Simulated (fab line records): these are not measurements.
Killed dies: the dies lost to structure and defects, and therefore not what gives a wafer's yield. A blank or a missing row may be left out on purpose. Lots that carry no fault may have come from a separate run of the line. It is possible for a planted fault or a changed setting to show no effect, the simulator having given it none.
Which of the tools did it? + flow sky130 + at 1 step of a route of 708, 6 lots with 18 wafers sampled

== WHAT THE GAUGES READ, wafer by wafer ==
SKY_LOCAL_INTERCONNECT_CD_MEAS_11: target cd 170 nm.
| lot  | measured     | on        | cd_nm (nm)        |
|------|--------------|-----------|-------------------|
| L825 | day 31 06:01 | cd_sem-02 | 168.1 168.6 170.6 |
| L827 | day 32 01:12 | cd_sem-02 | 170.3 172.2 172.4 |
| L830 | day 32 16:35 | cd_sem-01 | 167.2 166.3 167.1 |
| L836 | day 35 10:13 | cd_sem-02 | 169.0 167.9 168.8 |
| L841 | day 36 10:56 | cd_sem-02 | 170.8 169.9 170.7 |
| L843 | day 36 23:44 | cd_sem-02 | 167.7 168.7 168.1 |

== TOOL THAT RAN EACH LOT (tool first, then ch and the chambers of the sampled wafers, then the start) ==
Before these readings, the record contains no process step.

== THE ANSWER, worked out from the rows above alone ==
Rule: the usual values come from the lots themselves. The widest of any qualifying gaps counts: lots, ordered by their means at a reading, are off when they make up no more than a third of the lots, leave a main group of 4 or more, and stand apart from it by 3 or more times the standard deviation of that group's means. A main group whose means are all the same, to the digits that the tables above print for the reading, isn't used. Also off: a lot with no number at a reading for which 4 or more lots have one. The other lots that the step has rows for count as sound.
None of the lots is off at any reading shown; this tells nothing.

== WHAT THE SIMULATOR PUT IN ==
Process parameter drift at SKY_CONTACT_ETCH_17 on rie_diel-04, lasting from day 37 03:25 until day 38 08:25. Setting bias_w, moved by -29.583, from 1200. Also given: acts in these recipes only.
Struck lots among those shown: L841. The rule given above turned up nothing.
